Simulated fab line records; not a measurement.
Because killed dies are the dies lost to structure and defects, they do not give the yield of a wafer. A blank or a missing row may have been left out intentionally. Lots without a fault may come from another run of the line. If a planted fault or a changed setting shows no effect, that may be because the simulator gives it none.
A lot that was struck, set against a sound lot -- flow sky130 -- 42 steps out of a route of 708
Sound: the wafers L658.2, L658.5, L658.6. The struck wafers were L672.2, L672.3, L672.5. Last of all comes the cause.
Each step with rows lists, per side, the tool, then ch with its chambers, then its first start. Under that, the readings that differ: sound wafers -- struck wafers -- difference of the means -- sigmas: that difference in standard deviations of wafers without a fault.
alike: a reading whose means differ by less than 2 such deviations, as well as words and numbers matching on both sides. not compared: withheld readings; readings where some wafer has no value; bounds like >300 that might hide an equal value; numbers whose values overlap and for which the record gives no deviation.
The two part at a step that has a row with sigmas, a row that says differs or no value, or rows on one side only. When numbers do not overlap yet have no deviation, they are printed without sigmas and do not part them. A reading missing from all wafers of one side parts the sides only when that side holds two or more wafers.

SKY_PWDE_TW_MEAS_10:
  sound: filmMetro-04 at day 4 06:05; struck: filmMetro-01 at day 7 05:26
  alike: PWDE_TW
then, 7 steps without rows for these wafers: SKY_NWELL_DEHYDRATE_03 (time 60 s); SKY_NWELL_HMDS_04 (prime time 60 s); SKY_NWELL_COAT_05 (resist thk 3000 nm); SKY_NWELL_SOFTBAKE_06; SKY_NWELL_EXPOSE_07 (exposes mask NWM, target cd 840 nm); SKY_NWELL_PEB_08; SKY_NWELL_DEVELOP_09 (develop time 60 s).
SKY_NWELL_OVL_MEAS_10:
  sound: overlay-01 at day 4 23:28; struck: overlay-01 at day 8 00:16
  alike: NWELL_00_OVL
then, 3 steps without rows for these wafers: SKY_NWELL_IMPLANT_11; SKY_NWELL_IMPLANT_12; SKY_NWELL_IMPLANT_13.
SKY_NWELL_STRIP_14: strips in O2/N2.
  sound on plasmaAsher-03 ch 0,1, day 4 23:57; struck on plasmaAsher-03 ch 1, day 8 00:45
  alike: drypumpMotorCurrentA, oesProductAu, stripTimeToEndpointS
  not compared: rfHoursCounterH
SKY_NWELL_TW_MEAS_15:
  sound: filmMetro-03 at day 5 00:05; struck: filmMetro-04 at day 8 00:52
  alike: NWELL_TW
then, 7 steps without rows for these wafers: SKY_NWELL_DEHYDRATE_16 (time 60 s); SKY_NWELL_HMDS_17 (prime time 60 s); SKY_NWELL_COAT_18 (resist thk 3000 nm); SKY_NWELL_SOFTBAKE_19; SKY_NWELL_EXPOSE_20 (exposes mask NWM COMPLEMENT, target cd 840 nm); SKY_NWELL_PEB_21; SKY_NWELL_DEVELOP_22 (develop time 60 s).
SKY_NWELL_OVL_MEAS_23:
  sound: overlay-02 at day 5 17:29; struck: overlay-02 at day 8 21:35
  alike: NWELL_01_OVL
then, 1 step without rows for these wafers: SKY_NWELL_IMPLANT_24.
SKY_NWELL_STRIP_25: strips in O2/N2.
  sound on plasmaAsher-03 ch 0,1, day 5 17:40; struck on plasmaAsher-02 ch 0,1, day 8 21:46
  alike: drypumpMotorCurrentA, oesProductAu, stripTimeToEndpointS
  not compared: rfHoursCounterH
SKY_NWELL_TW_MEAS_26:
  sound: filmMetro-04 at day 5 17:47; struck: filmMetro-04 at day 8 21:53
  alike: NWELL_2_TW
then, 1 step without rows for these wafers: SKY_NWELL_CLEAN_27 (cleans in SC1/SC2, time 150 s).
SKY_NWELL_RTA_28: time 30 s.
  sound on rtpAnneal-01 ch 0, day 5 17:54; struck on rtpAnneal-02 ch 0, day 8 22:00
  alike: chamberO2Ppm, lampPowerPct, wafer_temp_C_max
SKY_NWELL_RS_MEAS_29: the measuring method here is four-point-probe.
  sound: filmMetro-04 at day 5 18:00; struck: filmMetro-01 at day 8 22:06
  alike: NWELL_RS
SKY_NWELL_RS_MEAS_31: the measuring method here is four-point-probe.
  sound: filmMetro-04 at day 5 18:14; struck: filmMetro-01 at day 8 22:20
  alike: PWDE_RS
then, 7 steps without rows for these wafers: SKY_VT_ADJUST_HVTP_DEHYDRATE_00 (time 60 s); SKY_VT_ADJUST_HVTP_HMDS_01 (prime time 60 s); SKY_VT_ADJUST_HVTP_COAT_02 (resist thk 1140 nm); SKY_VT_ADJUST_HVTP_SOFTBAKE_03 (time 60 s); SKY_VT_ADJUST_HVTP_EXPOSE_04 (exposes mask HVTPM, target cd 380 nm); SKY_VT_ADJUST_HVTP_PEB_05; SKY_VT_ADJUST_HVTP_DEVELOP_06 (develop time 60 s).
SKY_VT_ADJUST_HVTP_CD_MEAS_07: target cd 380 nm.
  sound: cdSem-01 at day 6 11:53; struck: cdSem-02 at day 9 20:23
  alike: cdNm
SKY_VT_ADJUST_HVTP_OVL_MEAS_08:
  sound: overlay-01 at day 6 11:59; struck: overlay-01 at day 9 20:29
  alike: VT_ADJUST_HVTP_OVL
then, 1 step without rows for these wafers: SKY_VT_ADJUST_HVTP_IMPLANT_09.
SKY_VT_ADJUST_HVTP_STRIP_10: strips in O2/N2.
  sound on plasmaAsher-01 ch 0,1, day 6 12:10; struck on plasmaAsher-01 ch 0,1, day 9 20:40
  alike: drypumpMotorCurrentA, oesProductAu, stripTimeToEndpointS
  not compared: rfHoursCounterH
SKY_VT_ADJUST_HVTP_TW_MEAS_11:
  sound: filmMetro-03 at day 6 12:17; struck: filmMetro-03 at day 9 20:47
reading,sound,struck,difference,sigmas
VT_ADJUST_HVTP_TW,1364 1357 1366,1349 1343 1352,-14,-2
-- here the record skips 40 days between the struck wafers' starts before and after, leaving off in module VT_ADJUST_HVTP and picking up in module PAD_OPEN (first step shown: number 708 of the route) --
SKY_PAD_OPEN_PROBE_99:
  sound: prober-01 at day 46 01:57; struck: prober-02 at day 49 20:31
reading,sound,struck,difference,sigmas
killed_at_M0_to_M3,65 52 47,36 31 42,-18,-3
killedAtFrontEnd,11 20 20,48 43 60,+33,+8
killedOpen,62 56 53,29 41 51,-17,-2
  alike: killed_at_M4_up, killedAtContacts, killedAtOther, killedDies, killedShort

## WHERE THEY PART
At SKY_VT_ADJUST_HVTP_TW_MEAS_11 first; at SKY_PAD_OPEN_PROBE_99 last (within this record only).

WHY: what had been put in by the simulator
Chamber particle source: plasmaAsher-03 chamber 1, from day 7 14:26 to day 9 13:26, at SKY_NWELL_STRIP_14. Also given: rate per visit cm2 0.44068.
